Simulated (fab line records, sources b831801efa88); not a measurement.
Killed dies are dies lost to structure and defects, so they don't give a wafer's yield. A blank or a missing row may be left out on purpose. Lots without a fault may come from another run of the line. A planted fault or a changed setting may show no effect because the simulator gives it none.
Which tool did it? | flow gf180mcu | 13 lots, 38 wafers sampled, at 4 steps of a route of 602

WHAT THE GAUGES READ, wafer by wafer
GF_V3_THK_MEAS_01. Usual: V3_CVD_00_THK 600 nm, standard deviation 6.9.
lot  | measured     | on            | V3_CVD_00_THK (nm) | flag
L378 | day 21 10:05 | film_metro-01 | 609 611 602        |
L379 | day 21 19:52 | film_metro-02 | 594 609 606        |
L380 | day 22 06:21 | film_metro-04 | 597 598 595        |
L381 | day 22 09:47 | film_metro-04 | 608 609 606        |
L382 | day 23 00:33 | film_metro-02 | 593 591 600        |
L383 | day 23 08:20 | film_metro-02 | 604 585 604        |
L384 | day 23 15:59 | film_metro-02 | 607 599 612        |
L385 | day 23 18:49 | film_metro-02 | 602 609 602        |
L386 | day 24 14:08 | film_metro-01 | 601 612 606        |
L387 | day 24 17:02 | film_metro-02 | 609 602 612        |
L388 | day 25 01:28 | film_metro-01 | 613 612 609        |
L397 | day 27 17:36 | film_metro-01 | 590 593            |
L401 | day 28 20:54 | film_metro-04 | 596 597 598        |

GF_V3_OVL_MEAS_15. Usual: V3_OVL -2 nm, standard deviation 6.6.
lot  | measured     | on         | V3_OVL (nm) | flag
L378 | day 22 10:50 | overlay-01 | 0 1 -5      |
L379 | day 22 20:19 | overlay-02 | 3 11 7      |
L380 | day 23 06:40 | overlay-01 | 14 2 6      |
L381 | day 23 09:11 | overlay-01 | 2 0 0       |
L382 | day 23 23:17 | overlay-01 | -14 -15 -12 |
L383 | day 24 07:19 | overlay-02 | -8 -7 -13   |
L384 | day 24 15:32 | overlay-02 | 5 6 1       |
L385 | day 24 17:19 | overlay-01 | -5 1 -11    |
L386 | day 25 12:16 | overlay-01 | -1 -8 -11   |
L387 | day 25 15:26 | overlay-01 | -8 -10 -6   |
L388 | day 25 23:04 | overlay-01 | 6 6 7       |
L397 | day 28 13:14 | overlay-02 | -3 -3       |
L401 | day 29 16:32 | overlay-01 | 0 3 3       |

WHICH TOOL RAN EACH LOT (tool, then ch and the chambers of the sampled wafers, then the start)
lot  | GF_V2_CMP_26                  | GF_V3_SOFTBAKE_10
L378 | cmp-02 ch 0,3, day 20 07:58   | litho_track-04 ch 0, day 21 22:00
L379 | cmp-02 ch 0,1,2, day 20 18:39 | litho_track-03 ch 0, day 22 08:00
L380 | cmp-02 ch 0,1,3, day 21 05:44 | litho_track-04 ch 0, day 22 18:00
L381 | cmp-01 ch 0,1,2, day 21 08:14 | litho_track-01 ch 0, day 22 21:00
L382 | cmp-01 ch 0,1, day 22 00:25   | litho_track-03 ch 0, day 23 12:00
L383 | cmp-01 ch 1,2, day 22 07:58   | litho_track-03 ch 0, day 23 19:00
L384 | cmp-02 ch 2,3, day 22 15:19   | litho_track-04 ch 0, day 24 04:00
L385 | cmp-01 ch 0,2,3, day 22 19:33 | litho_track-03 ch 0, day 24 06:00
L386 | cmp-01 ch 0,1,3, day 23 14:44 | litho_track-04 ch 0, day 25 01:00
L387 | cmp-02 ch 0,3, day 23 17:37   | litho_track-01 ch 0, day 25 04:00
L388 | cmp-01 ch 0,1,2, day 24 01:58 | litho_track-03 ch 0, day 25 12:00
L397 | cmp-02 ch 0,3, day 26 19:52   | litho_track-03 ch 0, day 28 04:00
L401 | cmp-02 ch 1,2,3, day 28 00:28 | litho_track-01 ch 0, day 29 06:00
- GF_V2_CMP_26: polishes, stops on SiO2, t overpolish 15 s, target thk 0 nm.
- GF_V3_SOFTBAKE_10: time 60 s.

WHAT THE TOOLS THEMSELVES READ (means of the sampled wafers that have a number; where no wafer has one, the mark that the record gives instead)
GF_V2_CMP_26. Usual: edge_zone_pressure_frac 1.000, standard deviation 0.0044; motor_current_A 11.1 A, standard deviation 1.3; overpolish_run_s 15.000 s, standard deviation 0.0091; time_to_endpoint_s 85.1 s, standard deviation 2.9.
lot  | tool   | edge_zone_pressure_frac | motor_current_A (A) | overpolish_run_s (s) | time_to_endpoint_s (s) | flag
L378 | cmp-02 | 0.997                   | 11.6                | 15.000               | 84.5                   |
L379 | cmp-02 | 1.000                   | 11.7                | 14.997               | 86.0                   |
L380 | cmp-02 | 1.003                   | 11.4                | 15.001               | 83.0                   |
L381 | cmp-01 | 0.997                   | 10.2                | 14.999               | 88.0                   |
L382 | cmp-01 | 1.002                   | 10.0                | 15.002               | 85.8                   |
L383 | cmp-01 | 0.998                   | 10.2                | 14.991               | 83.4                   |
L384 | cmp-02 | 0.998                   | 11.2                | 14.996               | 85.2                   |
L385 | cmp-01 | 0.996                   | 11.2                | 14.997               | 83.6                   |
L386 | cmp-01 | 1.002                   | 11.0                | 15.001               | 87.3                   |
L387 | cmp-02 | 1.003                   | 12.2                | 15.001               | 80.4                   |
L388 | cmp-01 | 1.003                   | 10.2                | 15.015               | 83.8                   |
L397 | cmp-02 | 1.002                   | 11.8                | 15.005               | 81.0                   |
L401 | cmp-02 | 0.999                   | 10.6                | 14.999               | 85.7                   |

GF_V3_SOFTBAKE_10. Usual: heater_power_total_W 93.05 W, standard deviation 0.06; run_length_s 89.25 s, standard deviation 0.21.
lot  | tool           | heater_power_total_W (W) | run_length_s (s) | flag
L378 | litho_track-04 | 93.05                    | 89.01            |
L379 | litho_track-03 | 93.03                    | 89.41            |
L380 | litho_track-04 | 93.07                    | 89.10            |
L381 | litho_track-01 | 93.08                    | 89.17            |
L382 | litho_track-03 | 93.06                    | 89.53            |
L383 | litho_track-03 | 93.05                    | 89.36            |
L384 | litho_track-04 | 93.03                    | 89.08            |
L385 | litho_track-03 | 93.05                    | 89.42            |
L386 | litho_track-04 | 92.99                    | 89.06            |
L387 | litho_track-01 | 93.04                    | 89.10            |
L388 | litho_track-03 | 93.02                    | 89.44            |
L397 | litho_track-03 | 93.05                    | 98.30            | OFF
L401 | litho_track-01 | 93.10                    | 89.07            |

THE ANSWER, worked out from the rows above alone
Rule: a lot is off if the mean of its wafers that have a number lies more than 3 standard deviations from the usual mean. A lot without any number at a reading at which 4 lots or more have one is off too. The other lots that the step has rows for count as sound. The gauges are gone through in route order, then the tools' own readings, and for those a lot's mean is taken as printed above. The first step at which some lot is off is used, and at that step the reading that is off furthest; a lot without a number counts as furthest.
Off: L397, at GF_V3_SOFTBAKE_10 (run_length_s).
A tool fits if, at that step or a process step before it, it ran every lot that is off, and no sound lot after the first of them. One fits: litho_track-03 at GF_V3_SOFTBAKE_10. Its last sound lot is L388 (day 25 12:00), its first lot that is off L397 (day 28 04:00): a fault that began between those two fits.
The tool's own readings at GF_V3_SOFTBAKE_10 bear it out: on the lots that are off they differ by more than 5 times the standard deviation of the sound lots' means. run_length_s reads 98.30 s there against 89.23 s on the sound lots.

WHAT THE SIMULATOR HAD PUT IN
Process parameter drift: litho_track-03, from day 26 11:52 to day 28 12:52, at GF_V3_SOFTBAKE_10. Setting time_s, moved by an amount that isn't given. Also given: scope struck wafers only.
Lots struck among those shown: L397. The rule above found the same.
